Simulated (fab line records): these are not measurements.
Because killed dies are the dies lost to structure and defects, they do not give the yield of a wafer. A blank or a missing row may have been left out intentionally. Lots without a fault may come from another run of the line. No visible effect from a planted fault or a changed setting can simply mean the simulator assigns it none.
Matching of chambers || flow gf180mcu || cmp-02 running GF_V3_CMP_04: 4 sister chambers
The step polishes SiO2. 24 wafers are shown with their chamber, then 12 later ones without.

== EACH WAFER AND ITS CHAMBER ==
{"wafer": "L166.1", "chamber": 3, "motor current A (A)": 13.0, "time to endpoint s (s)": 84, "edge zone pressure frac": 0.996}
{"wafer": "L166.5", "chamber": 1, "motor current A (A)": 12.2, "time to endpoint s (s)": 90, "edge zone pressure frac": 0.992}
{"wafer": "L166.6", "chamber": 2, "motor current A (A)": 10.6, "time to endpoint s (s)": 81, "edge zone pressure frac": 1.008}
{"wafer": "L167.2", "chamber": 0, "motor current A (A)": 8.5, "time to endpoint s (s)": 78, "edge zone pressure frac": 1.003}
{"wafer": "L167.4", "chamber": 3, "motor current A (A)": 13.3, "time to endpoint s (s)": 88, "edge zone pressure frac": 1.001}
{"wafer": "L167.6", "chamber": 1, "motor current A (A)": 11.7, "time to endpoint s (s)": 80, "edge zone pressure frac": 1.005}
{"wafer": "L168.2", "chamber": 0, "motor current A (A)": 8.6, "time to endpoint s (s)": 76, "edge zone pressure frac": 1.005}
{"wafer": "L168.5", "chamber": 2, "motor current A (A)": 10.5, "time to endpoint s (s)": 76, "edge zone pressure frac": 0.991}
{"wafer": "L168.6", "chamber": 1, "motor current A (A)": 12.1, "time to endpoint s (s)": 90, "edge zone pressure frac": 1.003}
{"wafer": "L172.2", "chamber": 2, "motor current A (A)": 10.5, "time to endpoint s (s)": 84, "edge zone pressure frac": 0.999}
{"wafer": "L172.4", "chamber": 0, "motor current A (A)": 8.3, "time to endpoint s (s)": 93, "edge zone pressure frac": 1.001}
{"wafer": "L172.5", "chamber": 2, "motor current A (A)": 10.4, "time to endpoint s (s)": 88, "edge zone pressure frac": 1.001}
{"wafer": "L174.1", "chamber": 0, "motor current A (A)": 8.2, "time to endpoint s (s)": 83, "edge zone pressure frac": 0.992}
{"wafer": "L174.4", "chamber": 2, "motor current A (A)": 10.6, "time to endpoint s (s)": 83, "edge zone pressure frac": 1.006}
{"wafer": "L174.6", "chamber": 3, "motor current A (A)": 12.8, "time to endpoint s (s)": 81, "edge zone pressure frac": 0.992}
{"wafer": "L176.1", "chamber": 3, "motor current A (A)": 13.4, "time to endpoint s (s)": 79, "edge zone pressure frac": 1.006}
{"wafer": "L176.5", "chamber": 3, "motor current A (A)": 12.2, "time to endpoint s (s)": 84, "edge zone pressure frac": 1.002}
{"wafer": "L176.6", "chamber": 2, "motor current A (A)": 10.8, "time to endpoint s (s)": 80, "edge zone pressure frac": 0.998}
{"wafer": "L177.1", "chamber": 3, "motor current A (A)": 13.2, "time to endpoint s (s)": 80, "edge zone pressure frac": 1.004}
{"wafer": "L177.3", "chamber": 2, "motor current A (A)": 10.9, "time to endpoint s (s)": 78, "edge zone pressure frac": 1.005}
{"wafer": "L177.6", "chamber": 3, "motor current A (A)": 12.5, "time to endpoint s (s)": 85, "edge zone pressure frac": 1.004}
{"wafer": "L178.1", "chamber": 1, "motor current A (A)": 12.4, "time to endpoint s (s)": 81, "edge zone pressure frac": 1.000}
{"wafer": "L178.2", "chamber": 3, "motor current A (A)": 13.1, "time to endpoint s (s)": 75, "edge zone pressure frac": 1.001}
{"wafer": "L178.3", "chamber": 0, "motor current A (A)": 8.3, "time to endpoint s (s)": 82, "edge zone pressure frac": 1.000}

SIGNATURES (means of the wafers above)
{"reading": "motor current A", "chamber 0": 8.380, "chamber 1": 12.100, "chamber 2": 10.614, "chamber 3": 12.938, "scatter within a chamber": 0.296}
{"reading": "time to endpoint s", "chamber 0": 82.40, "chamber 1": 85.25, "chamber 2": 81.43, "chamber 3": 82.00, "scatter within a chamber": 4.88}
{"reading": "edge zone pressure frac", "chamber 0": 1.00020, "chamber 1": 1.00000, "chamber 2": 1.00114, "chamber 3": 1.00075, "scatter within a chamber": 0.00524}
Rule: a wafer lies at a distance from a chamber equal to the root of the sum of squares, over the readings, of (its reading less the chamber's mean, divided by the reading's scatter). If the next closest chamber is less than 2 further off than the closest, the wafer can't be placed; otherwise it belongs to the closest. The scatter is the square root of a quotient: the sum, over the shown wafers, of each reading's squared deviation from its chamber's mean, divided by wafers minus chambers.

== WAFERS WHOSE CHAMBER IS MISSING ==
{"wafer": "L179.1", "motor current A (A)": 12.4, "time to endpoint s (s)": 81, "edge zone pressure frac": 1.006}
{"wafer": "L179.2", "motor current A (A)": 12.6, "time to endpoint s (s)": 74, "edge zone pressure frac": 1.005}
{"wafer": "L179.4", "motor current A (A)": 10.4, "time to endpoint s (s)": 78, "edge zone pressure frac": 1.001}
{"wafer": "L180.1", "motor current A (A)": 8.6, "time to endpoint s (s)": 74, "edge zone pressure frac": 0.995}
{"wafer": "L180.2", "motor current A (A)": 12.4, "time to endpoint s (s)": 74, "edge zone pressure frac": 1.006}
{"wafer": "L180.6", "motor current A (A)": 12.7, "time to endpoint s (s)": 77, "edge zone pressure frac": 1.005}
{"wafer": "L188.1", "motor current A (A)": 8.4, "time to endpoint s (s)": 79, "edge zone pressure frac": 1.007}
{"wafer": "L188.3", "motor current A (A)": 10.3, "time to endpoint s (s)": 75, "edge zone pressure frac": 1.000}
{"wafer": "L188.4", "motor current A (A)": 13.3, "time to endpoint s (s)": 74, "edge zone pressure frac": 1.000}
{"wafer": "L189.3", "motor current A (A)": 10.7, "time to endpoint s (s)": 76, "edge zone pressure frac": 0.990}
{"wafer": "L189.5", "motor current A (A)": 10.5, "time to endpoint s (s)": 81, "edge zone pressure frac": 0.999}
{"wafer": "L189.6", "motor current A (A)": 12.6, "time to endpoint s (s)": 80, "edge zone pressure frac": 1.001}

== WHICH CHAMBER EACH ONE RAN IN ==
{"wafer": "L179.1", "from the rows above": "can't be placed: 1 or 3", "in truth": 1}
{"wafer": "L179.2", "from the rows above": "can't be placed: 3 or 1", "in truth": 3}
{"wafer": "L179.4", "from the rows above": 2, "in truth": 2}
{"wafer": "L180.1", "from the rows above": 0, "in truth": 0}
{"wafer": "L180.2", "from the rows above": "can't be placed: 3 or 1", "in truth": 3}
{"wafer": "L180.6", "from the rows above": "can't be placed: 3 or 1", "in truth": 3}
{"wafer": "L188.1", "from the rows above": 0, "in truth": 0}
{"wafer": "L188.3", "from the rows above": 2, "in truth": 2}
{"wafer": "L188.4", "from the rows above": 3, "in truth": 3}
{"wafer": "L189.3", "from the rows above": 2, "in truth": 2}
{"wafer": "L189.5", "from the rows above": 2, "in truth": 2}
{"wafer": "L189.6", "from the rows above": "can't be placed: 3 or 1", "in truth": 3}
7 of 12 placed correctly. From these rows, 5 cannot be placed; in 5 the true chamber is one of the candidates. 0 placed wrongly.
